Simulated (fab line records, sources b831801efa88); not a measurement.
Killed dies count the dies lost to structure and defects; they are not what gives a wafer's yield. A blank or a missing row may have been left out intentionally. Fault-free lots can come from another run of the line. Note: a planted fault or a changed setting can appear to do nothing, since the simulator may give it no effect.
fab line records / flow gf180mcu
record: lots: 14 wafers: 42 last_day: 34
route steps=602 shown POLY_GATE@163 CONTACT@301 M2@364
lots with no fault: from the same line, run without faults
start_h: the number of hours between the record's first day and the start of the first shown wafer of the lot / wait_h: hours from the lot's prior step to this one / " unchanged from the row above / L1.1+2: a row that stands for several wafers / - value missing, or start not given / * or withheld: withheld / < > ~ a bound
route shown NAME@n: a module of which the file shows steps, and the number in the route of the first / usual: the fault-free wafers' mean and standard deviation / same: alike in all rows / chamber/n: place in a boat / sites: per-site readings / _std_site: standard deviation across them / _edge_site: inner sites' mean taken away from outer sites' mean / radius_mm: how far each site lies from the wafer's centre / mask NAME#n: copy n / behind: the last tool/chamber to shape the wafer / hold: cause of the lot's hold/its duration in hours/its outcome / device: whichever transistor did not switch (one of n, p or np) / end of line: tests of these same wafers at the route's end / where a step has no rows: the recipe by itself / killed: count of dies lost to structure and defects at first sort (not the wafer's yield) / map: the dies of a wafer, with x for killed, . for not killed, _ for no die there
set.NAME: the run value of the setting; set.NAME@STEP: its run value at that earlier step / model.NAME: the simulator's own value behind a step, which no gauge read
steps of the route over a sample of lots; a table a step, a row a wafer
services: the hour from which a tool's chamber was out of use, counted from the record's first day as start_h (under 0 if before that day), plus the number of hours and why
== steps ==
step: GF_POLY_GATE_SOFTBAKE_06
recipe: temp_c: 130 time_s: 60 resist: KrF
usual: heater_power_total_W: 93.05/0.057 plate_temp_C: 129.98/0.14
lot.wafer=L637.2 tool=litho_track-01 chamber=0 start_h=191 wait_h=- heater_power_total_W=93.07 plate_temp_C=130.08
lot.wafer=L637.3 tool=litho_track-01 chamber=0 start_h=191 wait_h=- heater_power_total_W=92.94 plate_temp_C=130.17
lot.wafer=L637.4 tool=litho_track-01 chamber=0 start_h=191 wait_h=- heater_power_total_W=92.96 plate_temp_C=130.15
lot.wafer=L638.3 tool=litho_track-04 chamber=0 start_h=196 wait_h=- heater_power_total_W=93.03 plate_temp_C=130.00
lot.wafer=L638.5 tool=litho_track-04 chamber=0 start_h=196 wait_h=- heater_power_total_W=93.03 plate_temp_C=129.99
lot.wafer=L638.6 tool=litho_track-04 chamber=0 start_h=196 wait_h=- heater_power_total_W=92.95 plate_temp_C=129.91
lot.wafer=L639.2 tool=litho_track-04 chamber=0 start_h=204 wait_h=- heater_power_total_W=93.13 plate_temp_C=130.21
lot.wafer=L639.4 tool=litho_track-04 chamber=0 start_h=204 wait_h=- heater_power_total_W=92.98 plate_temp_C=130.10
lot.wafer=L639.5 tool=litho_track-04 chamber=0 start_h=204 wait_h=- heater_power_total_W=93.06 plate_temp_C=130.06
lot.wafer=L641.3 tool=litho_track-03 chamber=0 start_h=219 wait_h=- heater_power_total_W=92.94 plate_temp_C=129.92
lot.wafer=L641.4 tool=litho_track-03 chamber=0 start_h=219 wait_h=- heater_power_total_W=92.95 plate_temp_C=130.05
lot.wafer=L641.6 tool=litho_track-03 chamber=0 start_h=219 wait_h=- heater_power_total_W=93.03 plate_temp_C=129.93
lot.wafer=L642.2 tool=litho_track-01 chamber=0 start_h=221 wait_h=- heater_power_total_W=93.10 plate_temp_C=129.96
lot.wafer=L642.3 tool=litho_track-01 chamber=0 start_h=221 wait_h=- heater_power_total_W=92.91 plate_temp_C=129.83
lot.wafer=L642.5 tool=litho_track-01 chamber=0 start_h=221 wait_h=- heater_power_total_W=93.15 plate_temp_C=129.85
lot.wafer=L646.2 tool=litho_track-01 chamber=0 start_h=252 wait_h=- heater_power_total_W=106.23 plate_temp_C=143.82
lot.wafer=L646.5 tool=litho_track-01 chamber=0 start_h=253 wait_h=- heater_power_total_W=106.31 plate_temp_C=144.08
lot.wafer=L646.6 tool=litho_track-01 chamber=0 start_h=253 wait_h=- heater_power_total_W=106.15 plate_temp_C=144.02
lot.wafer=L647.2 tool=litho_track-04 chamber=0 start_h=256 wait_h=- heater_power_total_W=93.01 plate_temp_C=130.11
lot.wafer=L647.5 tool=litho_track-04 chamber=0 start_h=256 wait_h=- heater_power_total_W=93.04 plate_temp_C=130.37
lot.wafer=L647.6 tool=litho_track-04 chamber=0 start_h=257 wait_h=- heater_power_total_W=93.06 plate_temp_C=130.05
lot.wafer=L648.1 tool=litho_track-01 chamber=0 start_h=265 wait_h=- heater_power_total_W=106.28 plate_temp_C=143.98
lot.wafer=L648.2 tool=litho_track-01 chamber=0 start_h=265 wait_h=- heater_power_total_W=106.21 plate_temp_C=143.90
lot.wafer=L648.6 tool=litho_track-01 chamber=0 start_h=265 wait_h=- heater_power_total_W=106.12 plate_temp_C=143.86
lot.wafer=L652.1 tool=litho_track-04 chamber=0 start_h=294 wait_h=- heater_power_total_W=93.12 plate_temp_C=129.89
lot.wafer=L652.3 tool=litho_track-04 chamber=0 start_h=294 wait_h=- heater_power_total_W=93.03 plate_temp_C=129.78
lot.wafer=L652.4 tool=litho_track-04 chamber=0 start_h=294 wait_h=- heater_power_total_W=93.13 plate_temp_C=129.81
lot.wafer=L654.2 tool=litho_track-04 chamber=0 start_h=306 wait_h=- heater_power_total_W=93.06 plate_temp_C=130.12
lot.wafer=L654.3 tool=litho_track-04 chamber=0 start_h=306 wait_h=- heater_power_total_W=93.00 plate_temp_C=130.07
lot.wafer=L654.5 tool=litho_track-04 chamber=0 start_h=306 wait_h=- heater_power_total_W=92.92 plate_temp_C=129.68
lot.wafer=L656.1 tool=litho_track-03 chamber=0 start_h=321 wait_h=- heater_power_total_W=93.08 plate_temp_C=129.97
lot.wafer=L656.3 tool=litho_track-03 chamber=0 start_h=321 wait_h=- heater_power_total_W=93.03 plate_temp_C=130.01
lot.wafer=L656.5 tool=litho_track-03 chamber=0 start_h=321 wait_h=- heater_power_total_W=93.10 plate_temp_C=130.10
lot.wafer=L657.1 tool=litho_track-03 chamber=0 start_h=329 wait_h=- heater_power_total_W=93.09 plate_temp_C=130.07
lot.wafer=L657.3 tool=litho_track-03 chamber=0 start_h=329 wait_h=- heater_power_total_W=93.03 plate_temp_C=129.97
lot.wafer=L657.5 tool=litho_track-03 chamber=0 start_h=329 wait_h=- heater_power_total_W=93.11 plate_temp_C=129.93
lot.wafer=L659.1 tool=litho_track-01 chamber=0 start_h=342 wait_h=- heater_power_total_W=93.14 plate_temp_C=129.95
lot.wafer=L659.3 tool=litho_track-01 chamber=0 start_h=342 wait_h=- heater_power_total_W=92.93 plate_temp_C=129.85
lot.wafer=L659.6 tool=litho_track-01 chamber=0 start_h=342 wait_h=- heater_power_total_W=93.10 plate_temp_C=130.14
lot.wafer=L660.1 tool=litho_track-04 chamber=0 start_h=351 wait_h=- heater_power_total_W=93.09 plate_temp_C=129.82
lot.wafer=L660.2 tool=litho_track-04 chamber=0 start_h=351 wait_h=- heater_power_total_W=93.01 plate_temp_C=129.84
lot.wafer=L660.4 tool=litho_track-04 chamber=0 start_h=351 wait_h=- heater_power_total_W=93.12 plate_temp_C=129.66
step: GF_POLY_GATE_CD_MEAS_10
recipe: target_cd_nm: 280
usual: cd_nm: 280.0/1.1
lot.wafer=L637.2 tool=cd_sem-02 chamber=- start_h=199.50 wait_h=0.1 hold=- cd_nm=280.0
lot.wafer=L637.3 tool=cd_sem-02 chamber=- start_h=199.50 wait_h=0.1 hold=- cd_nm=278.4
lot.wafer=L637.4 tool=cd_sem-02 chamber=- start_h=199.50 wait_h=0.1 hold=- cd_nm=279.1
lot.wafer=L638.3 tool=cd_sem-01 chamber=- start_h=204.97 wait_h=0.1 hold=- cd_nm=278.5
lot.wafer=L638.5 tool=cd_sem-01 chamber=- start_h=204.97 wait_h=0.1 hold=- cd_nm=278.1
lot.wafer=L638.6 tool=cd_sem-01 chamber=- start_h=204.97 wait_h=0.1 hold=- cd_nm=279.4
lot.wafer=L639.2 tool=cd_sem-02 chamber=- start_h=213.29 wait_h=0.1 hold=- cd_nm=277.1
lot.wafer=L639.4 tool=cd_sem-02 chamber=- start_h=213.29 wait_h=0.1 hold=- cd_nm=277.8
lot.wafer=L639.5 tool=cd_sem-02 chamber=- start_h=213.29 wait_h=0.1 hold=- cd_nm=278.6
lot.wafer=L641.3 tool=cd_sem-02 chamber=- start_h=228.58 wait_h=0.1 hold=- cd_nm=280.2
lot.wafer=L641.4 tool=cd_sem-02 chamber=- start_h=228.58 wait_h=0.1 hold=- cd_nm=280.3
lot.wafer=L641.6 tool=cd_sem-02 chamber=- start_h=228.58 wait_h=0.1 hold=- cd_nm=279.7
lot.wafer=L642.2 tool=cd_sem-02 chamber=- start_h=230.76 wait_h=0.1 hold=- cd_nm=281.8
lot.wafer=L642.3 tool=cd_sem-02 chamber=- start_h=230.76 wait_h=0.1 hold=- cd_nm=280.4
lot.wafer=L642.5 tool=cd_sem-02 chamber=- start_h=230.76 wait_h=0.1 hold=- cd_nm=280.6
lot.wafer=L646.2 tool=cd_sem-01 chamber=- start_h=262.21 wait_h=0.1 hold=await_dispo/0.2h/release cd_nm=227.5
lot.wafer=L646.5 tool=cd_sem-01 chamber=- start_h=262.21 wait_h=0.1 hold=await_dispo/0.2h/release cd_nm=227.3
lot.wafer=L646.6 tool=cd_sem-01 chamber=- start_h=262.21 wait_h=0.1 hold=await_dispo/0.2h/release cd_nm=227.8
lot.wafer=L646.2 tool=cd_sem-01 chamber=- start_h=262.50 wait_h=0.3 hold=- cd_nm=227.9
lot.wafer=L646.5 tool=cd_sem-01 chamber=- start_h=262.50 wait_h=0.3 hold=- cd_nm=226.7
lot.wafer=L646.6 tool=cd_sem-01 chamber=- start_h=262.50 wait_h=0.3 hold=- cd_nm=227.4
lot.wafer=L647.2 tool=cd_sem-01 chamber=- start_h=267.16 wait_h=0.1 hold=- cd_nm=279.6
lot.wafer=L647.5 tool=cd_sem-01 chamber=- start_h=267.16 wait_h=0.1 hold=- cd_nm=278.9
lot.wafer=L647.6 tool=cd_sem-01 chamber=- start_h=267.16 wait_h=0.1 hold=- cd_nm=279.4
lot.wafer=L648.1 tool=cd_sem-02 chamber=- start_h=275.12 wait_h=0.1 hold=await_dispo/0.2h/release cd_nm=228.3
lot.wafer=L648.2 tool=cd_sem-02 chamber=- start_h=275.12 wait_h=0.1 hold=await_dispo/0.2h/release cd_nm=228.2
lot.wafer=L648.6 tool=cd_sem-02 chamber=- start_h=275.12 wait_h=0.1 hold=await_dispo/0.2h/release cd_nm=228.7
lot.wafer=L648.1 tool=cd_sem-02 chamber=- start_h=275.41 wait_h=0.3 hold=- cd_nm=228.3
lot.wafer=L648.2 tool=cd_sem-02 chamber=- start_h=275.41 wait_h=0.3 hold=- cd_nm=228.3
lot.wafer=L648.6 tool=cd_sem-02 chamber=- start_h=275.41 wait_h=0.3 hold=- cd_nm=228.4
lot.wafer=L652.1 tool=cd_sem-02 chamber=- start_h=305.03 wait_h=0.1 hold=- cd_nm=281.5
lot.wafer=L652.3 tool=cd_sem-02 chamber=- start_h=305.03 wait_h=0.1 hold=- cd_nm=281.7
lot.wafer=L652.4 tool=cd_sem-02 chamber=- start_h=305.03 wait_h=0.1 hold=- cd_nm=281.8
lot.wafer=L654.2 tool=cd_sem-01 chamber=- start_h=317.09 wait_h=0.1 hold=- cd_nm=279.0
lot.wafer=L654.3 tool=cd_sem-01 chamber=- start_h=317.09 wait_h=0.1 hold=- cd_nm=277.3
lot.wafer=L654.5 tool=cd_sem-01 chamber=- start_h=317.09 wait_h=0.1 hold=- cd_nm=278.8
lot.wafer=L656.1 tool=cd_sem-02 chamber=- start_h=332.38 wait_h=0.1 hold=- cd_nm=279.0
lot.wafer=L656.3 tool=cd_sem-02 chamber=- start_h=332.38 wait_h=0.1 hold=- cd_nm=279.2
lot.wafer=L656.5 tool=cd_sem-02 chamber=- start_h=332.38 wait_h=0.1 hold=- cd_nm=279.5
lot.wafer=L657.1 tool=cd_sem-01 chamber=- start_h=340.38 wait_h=0.1 hold=- cd_nm=279.6
lot.wafer=L657.3 tool=cd_sem-01 chamber=- start_h=340.38 wait_h=0.1 hold=- cd_nm=279.2
lot.wafer=L657.5 tool=cd_sem-01 chamber=- start_h=340.38 wait_h=0.1 hold=- cd_nm=280.4
lot.wafer=L659.1 tool=cd_sem-02 chamber=- start_h=352.59 wait_h=0.1 hold=- cd_nm=282.0
lot.wafer=L659.3 tool=cd_sem-02 chamber=- start_h=352.59 wait_h=0.1 hold=- cd_nm=281.9
lot.wafer=L659.6 tool=cd_sem-02 chamber=- start_h=352.59 wait_h=0.1 hold=- cd_nm=282.0
lot.wafer=L660.1 tool=cd_sem-02 chamber=- start_h=362.24 wait_h=0.1 hold=- cd_nm=280.1
lot.wafer=L660.2 tool=cd_sem-02 chamber=- start_h=362.24 wait_h=0.1 hold=- cd_nm=279.2
lot.wafer=L660.4 tool=cd_sem-02 chamber=- start_h=362.24 wait_h=0.1 hold=- cd_nm=279.1
step: GF_CONTACT_CD_MEAS_14
recipe: target_cd_nm: 220
usual: cd_nm: 220.1/1.6
lot.wafer=L637.2 tool=cd_sem-02 chamber=- start_h=365.94 wait_h=0.1 cd_nm=218.0
lot.wafer=L637.3 tool=cd_sem-02 chamber=- start_h=365.94 wait_h=0.1 cd_nm=216.7
lot.wafer=L637.4 tool=cd_sem-02 chamber=- start_h=365.94 wait_h=0.1 cd_nm=217.9
lot.wafer=L638.3 tool=cd_sem-01 chamber=- start_h=373.38 wait_h=0.1 cd_nm=221.4
lot.wafer=L638.5 tool=cd_sem-01 chamber=- start_h=373.38 wait_h=0.1 cd_nm=219.3
lot.wafer=L638.6 tool=cd_sem-01 chamber=- start_h=373.38 wait_h=0.1 cd_nm=221.8
lot.wafer=L639.2 tool=cd_sem-02 chamber=- start_h=383.65 wait_h=0.1 cd_nm=221.2
lot.wafer=L639.4 tool=cd_sem-02 chamber=- start_h=383.65 wait_h=0.1 cd_nm=219.8
lot.wafer=L639.5 tool=cd_sem-02 chamber=- start_h=383.65 wait_h=0.1 cd_nm=218.3
lot.wafer=L641.3 tool=cd_sem-02 chamber=- start_h=401.68 wait_h=0.1 cd_nm=218.5
lot.wafer=L641.4 tool=cd_sem-02 chamber=- start_h=401.68 wait_h=0.1 cd_nm=218.4
lot.wafer=L641.6 tool=cd_sem-02 chamber=- start_h=401.68 wait_h=0.1 cd_nm=219.0
lot.wafer=L642.2 tool=cd_sem-02 chamber=- start_h=410.76 wait_h=0.1 cd_nm=220.1
lot.wafer=L642.3 tool=cd_sem-02 chamber=- start_h=410.76 wait_h=0.1 cd_nm=219.5
lot.wafer=L642.5 tool=cd_sem-02 chamber=- start_h=410.76 wait_h=0.1 cd_nm=218.5
lot.wafer=L647.2 tool=cd_sem-01 chamber=- start_h=454.49 wait_h=0.1 cd_nm=222.5
lot.wafer=L647.5 tool=cd_sem-01 chamber=- start_h=454.49 wait_h=0.1 cd_nm=220.6
lot.wafer=L647.6 tool=cd_sem-01 chamber=- start_h=454.49 wait_h=0.1 cd_nm=222.4
lot.wafer=L652.1 tool=cd_sem-02 chamber=- start_h=496.07 wait_h=0.1 cd_nm=218.0
lot.wafer=L652.3 tool=cd_sem-02 chamber=- start_h=496.07 wait_h=0.1 cd_nm=219.6
lot.wafer=L652.4 tool=cd_sem-02 chamber=- start_h=496.07 wait_h=0.1 cd_nm=218.5
lot.wafer=L654.2 tool=cd_sem-02 chamber=- start_h=513.26 wait_h=0.1 cd_nm=220.1
lot.wafer=L654.3 tool=cd_sem-02 chamber=- start_h=513.26 wait_h=0.1 cd_nm=220.7
lot.wafer=L654.5 tool=cd_sem-02 chamber=- start_h=513.26 wait_h=0.1 cd_nm=220.4
lot.wafer=L656.1 tool=cd_sem-01 chamber=- start_h=526.77 wait_h=0.1 cd_nm=220.3
lot.wafer=L656.3 tool=cd_sem-01 chamber=- start_h=526.77 wait_h=0.1 cd_nm=218.6
lot.wafer=L656.5 tool=cd_sem-01 chamber=- start_h=526.77 wait_h=0.1 cd_nm=220.1
lot.wafer=L657.1 tool=cd_sem-01 chamber=- start_h=537.49 wait_h=0.1 cd_nm=219.6
lot.wafer=L657.3 tool=cd_sem-01 chamber=- start_h=537.49 wait_h=0.1 cd_nm=218.3
lot.wafer=L657.5 tool=cd_sem-01 chamber=- start_h=537.49 wait_h=0.1 cd_nm=219.2
lot.wafer=L659.1 tool=cd_sem-01 chamber=- start_h=547.49 wait_h=0.1 cd_nm=220.3
lot.wafer=L659.3 tool=cd_sem-01 chamber=- start_h=547.49 wait_h=0.1 cd_nm=219.9
lot.wafer=L659.6 tool=cd_sem-01 chamber=- start_h=547.49 wait_h=0.1 cd_nm=220.9
lot.wafer=L660.1 tool=cd_sem-02 chamber=- start_h=558.22 wait_h=0.1 cd_nm=220.4
lot.wafer=L660.2 tool=cd_sem-02 chamber=- start_h=558.22 wait_h=0.1 cd_nm=220.1
lot.wafer=L660.4 tool=cd_sem-02 chamber=- start_h=558.22 wait_h=0.1 cd_nm=220.1
step: GF_M2_SPUTTER_02
recipe: material: AlCu target_thk_nm: 450 power_w: 10600 time_s: 23.9 chamber_pressure_pa: 0.4
usual: throttle_valve_pct: 30.6/1.3
lot.wafer=L637.2 tool=pvd_sputter-04 chamber=- start_h=416.27 wait_h=0.0 throttle_valve_pct=31.0
lot.wafer=L637.3 tool=pvd_sputter-04 chamber=- start_h=416.27 wait_h=0.0 throttle_valve_pct=27.7
lot.wafer=L637.4 tool=pvd_sputter-04 chamber=- start_h=416.27 wait_h=0.0 throttle_valve_pct=32.3
lot.wafer=L638.3 tool=pvd_sputter-04 chamber=- start_h=424.92 wait_h=0.0 throttle_valve_pct=32.0
lot.wafer=L638.5 tool=pvd_sputter-04 chamber=- start_h=424.92 wait_h=0.0 throttle_valve_pct=32.2
lot.wafer=L638.6 tool=pvd_sputter-04 chamber=- start_h=424.92 wait_h=0.0 throttle_valve_pct=27.8
lot.wafer=L639.2 tool=pvd_sputter-02 chamber=- start_h=434.72 wait_h=0.0 throttle_valve_pct=30.7
lot.wafer=L639.4 tool=pvd_sputter-02 chamber=- start_h=434.72 wait_h=0.0 throttle_valve_pct=31.3
lot.wafer=L639.5 tool=pvd_sputter-02 chamber=- start_h=434.72 wait_h=0.0 throttle_valve_pct=31.0
lot.wafer=L641.3 tool=pvd_sputter-04 chamber=- start_h=455.35 wait_h=0.0 throttle_valve_pct=27.8
lot.wafer=L641.4 tool=pvd_sputter-04 chamber=- start_h=455.35 wait_h=0.0 throttle_valve_pct=32.4
lot.wafer=L641.6 tool=pvd_sputter-04 chamber=- start_h=455.35 wait_h=0.0 throttle_valve_pct=32.3
lot.wafer=L642.2 tool=pvd_sputter-04 chamber=- start_h=464.47 wait_h=0.0 throttle_valve_pct=32.1
lot.wafer=L642.3 tool=pvd_sputter-04 chamber=- start_h=464.47 wait_h=0.0 throttle_valve_pct=27.7
lot.wafer=L642.5 tool=pvd_sputter-04 chamber=- start_h=464.47 wait_h=0.0 throttle_valve_pct=30.8
lot.wafer=L647.2 tool=pvd_sputter-03 chamber=- start_h=507.14 wait_h=0.0 throttle_valve_pct=30.1
lot.wafer=L647.5 tool=pvd_sputter-03 chamber=- start_h=507.14 wait_h=0.0 throttle_valve_pct=29.6
lot.wafer=L647.6 tool=pvd_sputter-03 chamber=- start_h=507.14 wait_h=0.0 throttle_valve_pct=30.7
lot.wafer=L652.1 tool=pvd_sputter-03 chamber=- start_h=546.42 wait_h=0.0 throttle_valve_pct=29.5
lot.wafer=L652.3 tool=pvd_sputter-03 chamber=- start_h=546.42 wait_h=0.0 throttle_valve_pct=31.5
lot.wafer=L652.4 tool=pvd_sputter-03 chamber=- start_h=546.42 wait_h=0.0 throttle_valve_pct=30.4
lot.wafer=L654.2 tool=pvd_sputter-03 chamber=- start_h=563.68 wait_h=0.0 throttle_valve_pct=30.7
lot.wafer=L654.3 tool=pvd_sputter-03 chamber=- start_h=563.68 wait_h=0.0 throttle_valve_pct=30.3
lot.wafer=L654.5 tool=pvd_sputter-03 chamber=- start_h=563.68 wait_h=0.0 throttle_valve_pct=30.7
lot.wafer=L656.1 tool=pvd_sputter-03 chamber=- start_h=576.67 wait_h=0.0 throttle_valve_pct=30.6
lot.wafer=L656.3 tool=pvd_sputter-03 chamber=- start_h=576.67 wait_h=0.0 throttle_valve_pct=31.4
lot.wafer=L656.5 tool=pvd_sputter-03 chamber=- start_h=576.67 wait_h=0.0 throttle_valve_pct=31.4
lot.wafer=L657.1 tool=pvd_sputter-03 chamber=- start_h=585.80 wait_h=0.0 throttle_valve_pct=30.6
lot.wafer=L657.3 tool=pvd_sputter-03 chamber=- start_h=585.80 wait_h=0.0 throttle_valve_pct=30.1
lot.wafer=L657.5 tool=pvd_sputter-03 chamber=- start_h=585.80 wait_h=0.0 throttle_valve_pct=30.1
lot.wafer=L659.1 tool=pvd_sputter-02 chamber=- start_h=596.55 wait_h=0.0 throttle_valve_pct=31.0
lot.wafer=L659.3 tool=pvd_sputter-02 chamber=- start_h=596.55 wait_h=0.0 throttle_valve_pct=28.8
lot.wafer=L659.6 tool=pvd_sputter-02 chamber=- start_h=596.55 wait_h=0.0 throttle_valve_pct=32.1
lot.wafer=L660.1 tool=pvd_sputter-03 chamber=- start_h=606.62 wait_h=0.0 throttle_valve_pct=31.5
lot.wafer=L660.2 tool=pvd_sputter-03 chamber=- start_h=606.62 wait_h=0.0 throttle_valve_pct=29.9
lot.wafer=L660.4 tool=pvd_sputter-03 chamber=- start_h=606.62 wait_h=0.0 throttle_valve_pct=29.6
step: GF_M2_THK_MEAS_06
recipe: thk_meas_gauge: xrf reads: AlCu_of_M2_SPUTTER_02
usual: M2_ALCU_THK: 450/4.7
lot.wafer=L637.2 tool=film_metro-04 chamber=- start_h=416.49 wait_h=0.1 M2_ALCU_THK[nm]=449
lot.wafer=L637.3 tool=film_metro-04 chamber=- start_h=416.49 wait_h=0.1 M2_ALCU_THK[nm]=455
lot.wafer=L637.4 tool=film_metro-04 chamber=- start_h=416.49 wait_h=0.1 M2_ALCU_THK[nm]=453
lot.wafer=L638.3 tool=film_metro-03 chamber=- start_h=425.16 wait_h=0.1 M2_ALCU_THK[nm]=452
lot.wafer=L638.5 tool=film_metro-03 chamber=- start_h=425.16 wait_h=0.1 M2_ALCU_THK[nm]=445
lot.wafer=L638.6 tool=film_metro-03 chamber=- start_h=425.16 wait_h=0.1 M2_ALCU_THK[nm]=453
lot.wafer=L639.2 tool=film_metro-04 chamber=- start_h=434.94 wait_h=0.1 M2_ALCU_THK[nm]=444
lot.wafer=L639.4 tool=film_metro-04 chamber=- start_h=434.94 wait_h=0.1 M2_ALCU_THK[nm]=440
lot.wafer=L639.5 tool=film_metro-04 chamber=- start_h=434.94 wait_h=0.1 M2_ALCU_THK[nm]=443
lot.wafer=L641.3 tool=film_metro-02 chamber=- start_h=455.58 wait_h=0.1 M2_ALCU_THK[nm]=458
lot.wafer=L641.4 tool=film_metro-02 chamber=- start_h=455.58 wait_h=0.1 M2_ALCU_THK[nm]=456
lot.wafer=L641.6 tool=film_metro-02 chamber=- start_h=455.58 wait_h=0.1 M2_ALCU_THK[nm]=453
lot.wafer=L642.2 tool=film_metro-03 chamber=- start_h=464.69 wait_h=0.1 M2_ALCU_THK[nm]=454
lot.wafer=L642.3 tool=film_metro-03 chamber=- start_h=464.69 wait_h=0.1 M2_ALCU_THK[nm]=459
lot.wafer=L642.5 tool=film_metro-03 chamber=- start_h=464.69 wait_h=0.1 M2_ALCU_THK[nm]=447
lot.wafer=L647.2 tool=film_metro-03 chamber=- start_h=507.36 wait_h=0.1 M2_ALCU_THK[nm]=447
lot.wafer=L647.5 tool=film_metro-03 chamber=- start_h=507.36 wait_h=0.1 M2_ALCU_THK[nm]=445
lot.wafer=L647.6 tool=film_metro-03 chamber=- start_h=507.36 wait_h=0.1 M2_ALCU_THK[nm]=442
lot.wafer=L652.1 tool=film_metro-03 chamber=- start_h=546.63 wait_h=0.1 M2_ALCU_THK[nm]=446
lot.wafer=L652.3 tool=film_metro-03 chamber=- start_h=546.63 wait_h=0.1 M2_ALCU_THK[nm]=452
lot.wafer=L652.4 tool=film_metro-03 chamber=- start_h=546.63 wait_h=0.1 M2_ALCU_THK[nm]=451
lot.wafer=L654.2 tool=film_metro-04 chamber=- start_h=563.90 wait_h=0.1 M2_ALCU_THK[nm]=451
lot.wafer=L654.3 tool=film_metro-04 chamber=- start_h=563.90 wait_h=0.1 M2_ALCU_THK[nm]=449
lot.wafer=L654.5 tool=film_metro-04 chamber=- start_h=563.90 wait_h=0.1 M2_ALCU_THK[nm]=447
lot.wafer=L656.1 tool=film_metro-02 chamber=- start_h=576.88 wait_h=0.1 M2_ALCU_THK[nm]=454
lot.wafer=L656.3 tool=film_metro-02 chamber=- start_h=576.88 wait_h=0.1 M2_ALCU_THK[nm]=460
lot.wafer=L656.5 tool=film_metro-02 chamber=- start_h=576.88 wait_h=0.1 M2_ALCU_THK[nm]=454
lot.wafer=L657.1 tool=film_metro-02 chamber=- start_h=586.01 wait_h=0.1 M2_ALCU_THK[nm]=454
lot.wafer=L657.3 tool=film_metro-02 chamber=- start_h=586.01 wait_h=0.1 M2_ALCU_THK[nm]=451
lot.wafer=L657.5 tool=film_metro-02 chamber=- start_h=586.01 wait_h=0.1 M2_ALCU_THK[nm]=451
lot.wafer=L659.1 tool=film_metro-02 chamber=- start_h=596.76 wait_h=0.1 M2_ALCU_THK[nm]=450
lot.wafer=L659.3 tool=film_metro-02 chamber=- start_h=596.76 wait_h=0.1 M2_ALCU_THK[nm]=454
lot.wafer=L659.6 tool=film_metro-02 chamber=- start_h=596.76 wait_h=0.1 M2_ALCU_THK[nm]=449
lot.wafer=L660.1 tool=film_metro-02 chamber=- start_h=606.83 wait_h=0.1 M2_ALCU_THK[nm]=456
lot.wafer=L660.2 tool=film_metro-02 chamber=- start_h=606.83 wait_h=0.1 M2_ALCU_THK[nm]=452
lot.wafer=L660.4 tool=film_metro-02 chamber=- start_h=606.83 wait_h=0.1 M2_ALCU_THK[nm]=450
== services ==
tool=pvd_sputter-03 chamber=- start_h=173.96 hours=4.1 kind=repair
tool=pvd_sputter-02 chamber=- start_h=190.57 hours=3.8 kind=repair
tool=pvd_sputter-02 chamber=- start_h=210.55 hours=2.1 kind=repair
tool=pvd_sputter-04 chamber=- start_h=211.27 hours=4.9 kind=repair
tool=pvd_sputter-02 chamber=- start_h=248.24 hours=2.2 kind=repair
tool=pvd_sputter-04 chamber=- start_h=279.55 hours=4.2 kind=repair
tool=pvd_sputter-03 chamber=- start_h=396.68 hours=3.9 kind=repair
tool=pvd_sputter-02 chamber=- start_h=459.01 hours=8.3 kind=repair
tool=pvd_sputter-03 chamber=- start_h=512.91 hours=1.0 kind=repair
tool=pvd_sputter-02 chamber=- start_h=525.37 hours=2.5 kind=repair
tool=pvd_sputter-03 chamber=- start_h=526.40 hours=10.5 kind=repair
tool=pvd_sputter-03 chamber=- start_h=528.27 hours=0.8 kind=repair
== key ==
first_sign: step: GF_POLY_GATE_SOFTBAKE_06 reading: heater_power_total_W direction: up sigmas: 99+ usual: 93.05 struck: 106.22
effect: step: GF_POLY_GATE_SOFTBAKE_06 reading: plate_temp_C direction: up sigmas: 96 usual: * struck: *
effect: step: GF_POLY_GATE_CD_MEAS_10 reading: visit direction: added
effect: step: GF_POLY_GATE_CD_MEAS_10 reading: cd_nm direction: down sigmas: 47 usual: 280.0 struck: 228.0
met_at GF_POLY_GATE_SOFTBAKE_06
struck_lots L646,L648
scrapped_behind GF_POLY_GATE_CD_MEAS_10 L646.2,L646.5,L646.6,L648.1,L648.2,L648.6
not_acting_at GF_CONTACT_CD_MEAS_14,GF_M2_SPUTTER_02,GF_M2_THK_MEAS_06
onset_between 221 252
fault: kind: process_parameter_drift tool: litho_track-01 chamber: - onset_h: 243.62 steps: GF_POLY_GATE_SOFTBAKE_06 channel: temp_c offset: * shape: step end_h: 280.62 acts_in: * stated: *
